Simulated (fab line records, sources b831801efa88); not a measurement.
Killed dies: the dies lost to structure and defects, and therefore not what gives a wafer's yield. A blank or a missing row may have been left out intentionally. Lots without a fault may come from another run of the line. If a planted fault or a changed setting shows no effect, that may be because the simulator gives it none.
Split-lot trial | flow sky130 | 23 wafers read from 5 lots, route of 708 steps

## SPLIT DETAILS
At SKY_VIA3_EXPOSE_09 (exposes mask VIM3, target cd 200 nm), the setting dose mj was moved away from the recipe's 38 on 9 of the 23 wafers read, by -4.1% to +7.3%. The other wafers ran this setting at the recipe's value.

## FROM THE SPLIT TO THE READING: what the file shows between them, 2 steps
- SKY_VIA3_PEB_10
- SKY_VIA3_DEVELOP_11: develop time 60 s

## THE READING
cd nm, in nm, at SKY_VIA3_CD_MEAS_12 (target cd 200 nm). A value of 199.3 nm with a standard deviation of 1.5 nm is what fault-free wafers of this fab line usually give.

wafer  | tool, chamber at the split | dose mj as run | against the recipe | cd nm, nm | against lot-mates on the recipe
L074.1 | krf scanner-01, 0          | 38             | recipe             | 201.1     | -
L074.3 | krf scanner-01, 0          | 38             | recipe             | 200.2     | -
L074.4 | krf scanner-01, 0          | 40.79          | +7.3%              | 213.4     | +13.1
L074.5 | krf scanner-01, 0          | 40.79          | +7.3%              | 212.6     | +12.3
L074.6 | krf scanner-01, 0          | 38             | recipe             | 199.6     | -
L076.2 | krf scanner-02, 0          | 38             | recipe             | 198.6     | -
L076.4 | krf scanner-02, 0          | 38             | recipe             | 200.9     | -
L076.6 | krf scanner-02, 0          | 38             | recipe             | 200.7     | -
L077.1 | krf scanner-01, 0          | 38.94          | +2.5%              | 202.9     | +4.9
L077.2 | krf scanner-01, 0          | 38             | recipe             | 197.7     | -
L077.3 | krf scanner-01, 0          | 38.94          | +2.5%              | 203.5     | +5.5
L077.4 | krf scanner-01, 0          | 38             | recipe             | 198.0     | -
L077.6 | krf scanner-01, 0          | 38             | recipe             | 198.3     | -
L079.1 | krf scanner-02, 0          | 38             | recipe             | 200.3     | -
L079.2 | krf scanner-02, 0          | 36.43          | -4.1%              | 192.6     | -8.0
L079.3 | krf scanner-02, 0          | 38             | recipe             | 200.1     | -
L079.4 | krf scanner-02, 0          | 36.43          | -4.1%              | 193.2     | -7.4
L079.5 | krf scanner-02, 0          | 38             | recipe             | 201.3     | -
L084.2 | krf scanner-02, 0          | 36.46          | -4.1%              | 191.0     | -7.5
L084.3 | krf scanner-02, 0          | 36.46          | -4.1%              | 189.9     | -8.6
L084.4 | krf scanner-02, 0          | 38             | recipe             | 198.8     | -
L084.5 | krf scanner-02, 0          | 36.46          | -4.1%              | 192.0     | -6.5
L084.6 | krf scanner-02, 0          | 38             | recipe             | 198.2     | -

THE FIT
A straight line over all 23 wafers: cd nm changes by +1.84 nm for each +1% of dose mj; r = +0.98; the points scatter about the line by 1.2 nm.
The same after taking each lot's own level away (the mean of its wafers on the recipe; 23 wafers): +1.8 nm for each +1%; r = +0.99; scatter 0.7 nm.
The reading moves by 13 nm for the largest change in dose mj, on that fit.
Across the lots, their own levels run from 198.00 to 200.57 nm, a range of 1.7 times the standard deviation given above.
The two slopes are in agreement: the lot-to-lot level therefore moves the slope only a little.
Check: +13.3 nm against its lot-mates is what the line predicts for one of the wafers moved furthest among these (+7.3%) when that wafer is left out of the fit. It came out at +13.1 nm against them.

## OTHER SPLITS APPLIED TO THESE WAFERS
Before the reading, these wafers also passed through other splits. Each is held against what the fit with the lots' levels taken away leaves over:
other split on the same wafers     | wafers away from the commonest value | r with cd nm (lot level and that fit taken away)
SKY_CAPM_DEVELOP_11 develop time s | 8                                    | -0.26

## THE WHOLE CHAIN: every reading that the file lists as answering this split, in the file's order
step                | what it does                                                         | reading                                                     | change (the file's fit)              | r (the file's)
SKY_VIA3_CD_MEAS_12 | target cd 200 nm                                                     | cd nm                                                       | +1.8 nm for each +1% of the setting  | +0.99
SKY_VIA3_ETCH_14    | etches BARC in N2/H2, stops on SiO2, time 45.9 s, target depth 60 nm | VIA3.cd nm (the simulator's own value, which no gauge read) | +1.72 nm for each +1% of the setting | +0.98

## FILE'S OWN FIT
cd nm changes by +1.8 nm for each +1% of dose mj, r = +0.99.
